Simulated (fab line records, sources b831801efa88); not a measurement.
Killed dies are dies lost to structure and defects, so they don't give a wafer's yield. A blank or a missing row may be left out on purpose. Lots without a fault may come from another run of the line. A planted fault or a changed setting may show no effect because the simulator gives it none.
A struck lot beside a sound one | flow sky130 | 17 steps out of a route of 708
Sound: wafers L639.2, L639.3, L639.5. Struck: wafers L645.2, L645.4, L645.6. The cause comes at the end.
At each step with rows: each side's tool, then ch and its chambers, then its first start. Under that, the readings that differ: sound wafers | struck wafers | difference of the means | sigmas: that difference in standard deviations of wafers without a fault.
alike: readings whose means differ by less than 2 such deviations, and words and numbers that are the same on both sides. not compared: withheld readings, readings that some wafer has no value for, bounds like >300 that may hide the same value, and numbers for which the record gives no deviation and whose values overlap.
The two part at a step that has a row with sigmas, a row that says differs or no value, or rows on one side only. Numbers that don't overlap but have no deviation are shown without sigmas and don't part them. A reading that every wafer of one side lacks parts them only if that side has two wafers or more.

first, 5 steps without rows for these wafers: SKY_SD_N_COAT_02 (resist thk 1140 nm); SKY_SD_N_SOFTBAKE_03 (time 60 s); SKY_SD_N_EXPOSE_04 (exposes mask NSDM, target cd 380 nm); SKY_SD_N_PEB_05; SKY_SD_N_DEVELOP_06 (develop time 60 s).
SKY_SD_N_CD_MEAS_07: target cd 380 nm.
  sound on cd_sem-01, day 29 13:35; struck on cd_sem-01, day 31 18:47
  alike: cd_nm
SKY_SD_N_OVL_MEAS_08:
  sound on overlay-01, day 29 13:41; struck on overlay-01, day 31 18:53
  alike: SD_N_OVL
then, 2 steps without rows for these wafers: SKY_SD_N_IMPLANT_09; SKY_SD_N_IMPLANT_10.
SKY_SD_N_STRIP_11: strips in O2/N2.
  sound on plasma_asher-01 ch 0,1, day 29 14:01; struck on plasma_asher-04 ch 0,1, day 31 19:13
  alike: drypump_motor_current_A, oes_product_au, strip_time_to_endpoint_s
  not compared: rf_hours_counter_h
SKY_SD_N_TW_MEAS_12:
  sound on film_metro-01, day 29 14:08; struck on film_metro-03, day 31 19:20
  alike: SD_N_TW
then, 1 step without rows for these wafers: SKY_SD_N_CLEAN_13 (cleans in SC1/SC2, time 150 s).
SKY_SD_N_RTA_14: time 2 s.
  sound on rtp_anneal-01 ch 0, day 29 14:15; struck on rtp_anneal-01 ch 0, day 31 19:26
  reading            | sound                | struck               | difference | sigmas
  lamp_power_pct (%) | 15.73 15.70 15.83    | 15.95 15.98 15.96    | +0.21      | +4
  wafer_temp_C_max   | 1078.2 1076.6 1078.8 | 1091.8 1092.1 1090.7 | +13.7      | +12
  alike: ramp_up_c_per_s
SKY_SD_N_RS_MEAS_16: measures by four-point-probe.
  sound on film_metro-02, day 29 14:26; struck on film_metro-02, day 31 19:37
  reading          | sound             | struck            | difference | sigmas
  SD_N_RS (ohm/sq) | 68.51 68.59 68.58 | 66.26 66.20 66.11 | -2.37      | -18
SKY_SD_N_RS_MEAS_17: measures by four-point-probe.
  sound on film_metro-02, day 29 14:33; struck on film_metro-02, day 31 19:44
  reading          | sound             | struck            | difference | sigmas
  SD_P_RS (ohm/sq) | 147.2 147.5 147.6 | 135.2 135.7 135.6 | -11.9      | -30
SKY_SD_N_RS_MEAS_18: measures by four-point-probe.
  sound on film_metro-02, day 29 14:40; struck on film_metro-02, day 31 19:52
  reading               | sound             | struck            | difference | sigmas
  RES_XHIGH_RS (ohm/sq) | 334.5 333.5 334.4 | 329.6 330.1 330.9 | -3.9       | -4
-- the record jumps here: 17 days lie between the struck wafers' starts before and after (it left off in module SD_N and takes up again in module PAD_OPEN, whose first step shown is number 708 of the route) --
SKY_PAD_OPEN_PROBE_99:
  sound on prober-01, day 47 05:55; struck on prober-01, day 48 18:23
  reading                              | sound             | struck            | difference | sigmas
  model.etest.res_xhigh_po.line_ohm_um | 5476 5743 5618    | 4822 5120 4980    | -638       |
  model.etest.res_xhigh_po.rs_ohm_sq   | 1916 2008 1950    | 1708 1781 1780    | -202       |
  model.etest.pfet_01v8.r_on_ohm_um    | 2925 2980 2925    | 2886 2803 2848    | -98        |
  model.etest.res_pdiff.line_ohm_um    | 1365 1340 1352    | 1290 1283 1306    | -59        |
  model.etest.res_high_po.line_ohm_um  | 739.4 752.6 724.4 | 655.9 684.7 669.3 | -68.8      |
  model.etest.licon_high_po.rc_ohm     | 350.1 349.7 354.8 | 293.1 294.4 306.1 | -53.7      |
  model.etest.res_ndiff.line_ohm_um    | 769.7 765 766.2   | 722.8 730.6 731.5 | -38.7      |
  model.etest.res_high_po.rs_ohm_sq    | 254.4 261.2 256   | 234.4 238.5 235.9 | -20.9      |
  alike: killed_at_M0_to_M3, killed_at_M4_up, killed_at_contacts, killed_at_front_end, killed_at_other, killed_dies, killed_open, killed_short

WHERE THEY PART
First at SKY_SD_N_RTA_14; last, within this record, at SKY_SD_N_RS_MEAS_18. Later steps at which nothing parts them and some readings are alike: SKY_PAD_OPEN_PROBE_99.

WHY: what the simulator had put in
Process parameter drift: rtp_anneal-01, from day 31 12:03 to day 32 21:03, at SKY_SD_N_RTA_14. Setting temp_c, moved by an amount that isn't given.
